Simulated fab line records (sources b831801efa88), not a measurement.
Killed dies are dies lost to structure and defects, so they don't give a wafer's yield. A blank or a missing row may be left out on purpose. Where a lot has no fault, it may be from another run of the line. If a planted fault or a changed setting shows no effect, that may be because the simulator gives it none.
Chamber matching	flow gf180mcu	GF_V1_CMP_04 on cmp-02 has 4 sister chambers
The step polishes SiO2. 14 wafers are shown with their chamber, then 7 later ones without.

== WAFERS, EACH WITH ITS CHAMBER ==
wafer	chamber	motor-current-A (A)	time-to-endpoint-s (s)	head-pressure-psi (psi)
L742.1	1	11.2	79	4.004
L742.2	3	11.0	82	4.008
L742.6	1	11.4	80	3.986
L745.1	2	12.8	76	3.991
L745.4	0	14.2	83	3.999
L745.6	0	14.0	84	4.006
L747.2	1	11.1	83	4.012
L747.5	3	11.1	87	4.002
L747.6	2	13.0	86	3.988
L758.3	2	13.1	69	4.015
L758.5	2	12.5	74	4.000
L758.6	3	10.4	72	4.012
L759.1	3	10.7	80	3.988
L759.2	0	14.6	75	3.992

SIGNATURES (means of the wafers above)
reading	chamber 0	chamber 1	chamber 2	chamber 3	scatter within a chamber
motor-current-A	14.267	11.233	12.850	10.800	0.273
time-to-endpoint-s	80.67	80.67	76.25	80.25	5.72
head-pressure-psi	3.99900	4.00067	3.99850	4.00250	0.0111
Rule: a wafer lies at a distance from a chamber equal to the root of the sum of squares, over the readings, of (its reading less the chamber's mean, divided by the reading's scatter). If the next closest chamber is less than 2 further off than the closest, the wafer can't be placed; otherwise it belongs to the closest. The scatter: take each reading less its chamber's mean, square it, sum over the shown wafers, divide by the number of wafers less the number of chambers, and take the root.

== WAFERS WHOSE CHAMBER IS MISSING ==
wafer	motor-current-A (A)	time-to-endpoint-s (s)	head-pressure-psi (psi)
L759.6	10.4	81	4.002
L761.2	11.2	70	4.004
L761.3	13.2	79	3.996
L761.4	12.6	74	4.001
L762.1	10.3	82	3.989
L762.5	11.2	82	3.992
L762.6	12.9	80	3.998

== CHAMBER TAKEN BY EACH ==
wafer	from the rows above	in truth
L759.6	can't be placed: 3 or 1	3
L761.2	can't be placed: 1 or 3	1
L761.3	2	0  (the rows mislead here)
L761.4	2	2
L762.1	can't be placed: 3 or 1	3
L762.5	can't be placed: 1 or 3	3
L762.6	2	2
Correctly placed: 2 of 7. These rows do not allow placing 4 (true chamber among the candidates in 4). Placed wrongly: 1.
